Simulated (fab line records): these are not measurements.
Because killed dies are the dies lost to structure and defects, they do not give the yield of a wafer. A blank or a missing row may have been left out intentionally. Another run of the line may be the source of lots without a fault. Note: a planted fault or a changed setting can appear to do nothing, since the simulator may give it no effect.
Which tool is to blame? ; flow sky130 ; 14 lots, 42 wafers sampled, at 2 steps of a route of 708

WHAT EACH GAUGE READ, for each wafer
SKY_METAL5_RS_MEAS_05: uses a four-point probe to measure.
lot;measured;on;METAL5_ALCU_RS (ohm/sq)
L252;day 42 17:43;film metro-02;0.0267 0.0274 0.0276
L253;day 42 22:07;film metro-04;0.0277 0.0274 0.0269
L255;day 43 19:28;film metro-04;0.0275 0.0275 0.0275
L257;day 44 05:35;film metro-02;0.0273 0.0274 0.0274
L256;day 44 09:34;film metro-01;0.0265 0.0270 0.0268
L258;day 46 09:51;film metro-02;0.0275 0.0273 0.0269
L259;day 46 13:25;film metro-04;0.0271 0.0274 0.0268
L263;day 46 14:55;film metro-04;0.0269 0.0265 0.0259
L261;day 46 15:16;film metro-04;0.0269 0.0274 0.0275
L267;day 46 17:23;film metro-02;0.0272 0.0263 0.0270
L271;day 47 16:00;film metro-02;0.0264 0.0271 0.0270
L272;day 47 18:13;film metro-02;0.0273 0.0277 0.0271
L273;day 47 21:34;film metro-01;0.0268 0.0268 0.0266
L274;day 49 02:11;film metro-01;0.0267 0.0271 0.0271

TOOL THAT RAN EACH LOT (tool first, then ch and the chambers of the sampled wafers, then the start)
lot;SKY_METAL4_DESCUM_15
L252;rie metal-01 ch 0, day 41 15:38
L253;rie metal-03 ch 1, day 41 19:28
L255;rie metal-02 ch 0,1, day 42 16:20
L257;rie metal-01 ch 0,1, day 43 03:38
L256;rie metal-01 ch 0,1, day 43 08:40
L258;rie metal-01 ch 0, day 45 10:24
L259;rie metal-01 ch 0,1, day 45 13:40
L263;rie metal-02 ch 1, day 45 14:02
L261;rie metal-01 ch 0,1, day 45 15:34
L267;rie metal-02 ch 1, day 45 17:43
L271;rie metal-03 ch 0,1, day 46 17:25
L272;rie metal-02 ch 1, day 46 18:26
L273;rie metal-01 ch 0,1, day 46 23:04
L274;rie metal-03 ch 0,1, day 48 04:07
- SKY_METAL4_DESCUM_15: chemistry O2, time 8 s.

WHAT THE TOOLS THEMSELVES READ (means of the sampled wafers that have a number; where no wafer has one, the mark that the record gives instead)
SKY_METAL4_DESCUM_15.
lot;tool;drypump motor current A (A);he backside leak sccm (sccm);oes product au (a.u.);temp c (C)
L252;rie metal-01;6.8;3.5;0.998;39.89
L253;rie metal-03;6.0;3.1;1.015;39.95
L255;rie metal-02;5.8;3.5;0.972;40.14
L257;rie metal-01;6.1;3.4;0.986;39.96
L256;rie metal-01;5.5;3.2;0.993;39.99
L258;rie metal-01;6.8;3.6;0.995;40.05
L259;rie metal-01;6.1;3.5;0.994;39.86
L263;rie metal-02;6.5;3.3;1.000;39.88
L261;rie metal-01;5.5;3.4;0.992;39.97
L267;rie metal-02;6.5;3.3;0.997;39.90
L271;rie metal-03;6.0;3.1;1.012;39.80
L272;rie metal-02;6.5;3.5;1.004;40.02
L273;rie metal-01;6.1;3.5;0.987;39.93
L274;rie metal-03;6.0;3.8;1.003;40.02

THE ANSWER, worked out from the rows above alone
Rule: what is usual is taken from the lots themselves. Put in order of their means at a reading, lots are off if they are a third of the lots or fewer, leave a main group of 4 or more, and stand apart from it by a gap of 3 or more times the standard deviation of the main group's means; of several such gaps the widest counts. Not used: any main group whose means are identical at the precision the tables above print for the reading. A lot without any number at a reading at which 4 lots or more have one is off too. All remaining lots with rows at the step are treated as sound. After the gauges, taken in route order, come the tools' own readings; for these a lot's mean is taken, as printed above. At the first step where some lot is off, the reading lying furthest off is the one used; lots without a number count as furthest.
Nothing can be told from this: no lot is off at any reading shown.

WHAT THE SIMULATOR HAD PUT IN
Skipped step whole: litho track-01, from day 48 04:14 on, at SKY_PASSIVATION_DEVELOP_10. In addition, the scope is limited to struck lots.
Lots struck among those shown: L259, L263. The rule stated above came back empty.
